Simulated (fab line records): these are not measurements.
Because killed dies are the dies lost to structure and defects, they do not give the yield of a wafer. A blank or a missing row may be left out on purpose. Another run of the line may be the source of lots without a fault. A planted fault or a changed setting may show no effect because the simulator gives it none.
Struck lot and sound lot, side by side	flow gf180mcu	28 steps out of a route of 602
Sound: these wafers, L588.2, L588.3, L588.5. Wafers L609.1, L609.2, L609.6 were the ones struck. The cause is given at the end.
Per side, at each step with rows, come the tool, then ch with its chambers, and then its first start. Under that, the readings that differ: sound wafers	struck wafers	difference of the means	sigmas: that difference in standard deviations of wafers without a fault.
alike: a reading whose means differ by less than 2 such deviations, as well as words and numbers matching on both sides. not compared: withheld readings; readings where some wafer has no value; bounds like >300 that might hide an equal value; numbers whose values overlap and for which the record gives no deviation.
A row with sigmas, a row that says differs or no value, or rows on one side alone: a step with any of these is where the two part. Numbers that don't overlap but have no deviation are shown without sigmas and don't part them. Lack of a reading on every wafer of one side parts them only where that side has two or more wafers.

GF_POLY_GATE_THK_MEAS_17:
  sound: film metro-03 at day 9 13:07; struck: film metro-02 at day 15 18:14
reading	sound	struck	difference	sigmas
POLY_GATE_OXIDATION_THK (nm)	3.72 3.74 3.73	3.93 4.02 4.03	+0.26	+3
GF_POLY_GATE_CD_MEAS_18:
  sound: cd sem-01 at day 9 13:11; struck: cd sem-02 at day 15 18:18
  alike: cd nm
then, 7 steps without rows for these wafers: GF_HV_LDD_DEHYDRATE_00 (time 60 s); GF_HV_LDD_HMDS_01 (prime time 60 s); GF_HV_LDD_COAT_02 (resist thk 1000 nm); GF_HV_LDD_SOFTBAKE_03 (time 60 s); GF_HV_LDD_EXPOSE_04 (exposes mask Nplus LV AREA, target cd 400 nm); GF_HV_LDD_PEB_05; GF_HV_LDD_DEVELOP_06 (develop time 60 s).
GF_HV_LDD_CD_MEAS_07: target cd 400 nm.
  sound: cd sem-01 at day 10 06:21; struck: cd sem-02 at day 16 16:08
reading	sound	struck	difference	sigmas
cd nm (nm)	398.1 397.9 399.2	403.5 405.8 404.5	+6.2	+2
GF_HV_LDD_OVL_MEAS_08:
  sound: overlay-02 at day 10 06:27; struck: overlay-01 at day 16 16:16
  alike: HV_LDD_OVL
following that, these wafers have no rows for 1 step: GF_HV_LDD_IMPLANT_09.
GF_HV_LDD_STRIP_10: strips in O2/N2.
  sound on plasma asher-04 ch 0, day 10 06:38; struck on plasma asher-04 ch 0,1, day 16 16:27
reading	sound	struck	difference	sigmas
oes product au (a.u.)	0.717 0.718 0.724	0.962 0.949 0.954	+0.235	+48
strip time to endpoint s (s)	12.649 12.653 12.603	- - -	no value on the struck wafers	
model.NOVOLAK_of_HV_LDD_COAT_02.thk nm (nm)	0 0 0	130.2 130.2 129.9	+130.1	
  alike: drypump motor current A, heater power w, platen temp c
  not compared: rf hours counter h
GF_HV_LDD_TW_MEAS_11:
  sound: film metro-01 at day 10 06:44; struck: film metro-04 at day 16 16:33
  alike: HV_LDD_TW
then, 7 steps without rows for these wafers: GF_HV_LDD_DEHYDRATE_12 (time 60 s); GF_HV_LDD_HMDS_13 (prime time 60 s); GF_HV_LDD_COAT_14 (resist thk 1000 nm); GF_HV_LDD_SOFTBAKE_15 (time 60 s); GF_HV_LDD_EXPOSE_16 (exposes mask Pplus LV AREA, target cd 400 nm); GF_HV_LDD_PEB_17; GF_HV_LDD_DEVELOP_18 (develop time 60 s).
GF_HV_LDD_CD_MEAS_19: target cd 400 nm.
  sound: cd sem-02 at day 11 00:43; struck: cd sem-01 at day 17 14:59
  alike: cd nm
GF_HV_LDD_OVL_MEAS_20:
  sound: overlay-01 at day 11 00:49; struck: overlay-01 at day 17 15:07
  alike: HV_LDD_01_OVL
following that, these wafers have no rows for 1 step: GF_HV_LDD_IMPLANT_21.
GF_HV_LDD_STRIP_22: strips in O2/N2.
  sound on plasma asher-03 ch 0,1, day 11 01:00; struck on plasma asher-03 ch 0,1, day 17 15:18
reading	sound	struck	difference	sigmas
oes product au (a.u.)	0.710 0.713 0.713	0.724 0.721 0.721	+0.010	+2
strip time to endpoint s (s)	12.62 12.65 12.63	14.53 14.55 14.50	+1.89	+59
  alike: drypump motor current A, heater power w, platen temp c
  not compared: rf hours counter h
GF_HV_LDD_TW_MEAS_23:
  sound: film metro-04 at day 11 01:07; struck: film metro-02 at day 17 15:24
reading	sound	struck	difference	sigmas
HV_LDD_2_TW	1036 1034 1037	30 30 30	-1006	-84
then, 1 step without rows for these wafers: GF_HV_LDD_DEHYDRATE_24 (time 60 s).
-- here the record skips 17 days between the struck wafers' starts before and after, leaving off in module HV_LDD and picking up in module PASSIVATION (first step shown: number 602 of the route) --
GF_PASSIVATION_PROBE_99:
  the record has rows for the struck wafers here (prober-01, day 34 20:37) and none for the sound ones

WHERE THEY PART
Earliest at GF_POLY_GATE_THK_MEAS_17; latest, in this record, at GF_PASSIVATION_PROBE_99.

WHY: what had been put in by the simulator
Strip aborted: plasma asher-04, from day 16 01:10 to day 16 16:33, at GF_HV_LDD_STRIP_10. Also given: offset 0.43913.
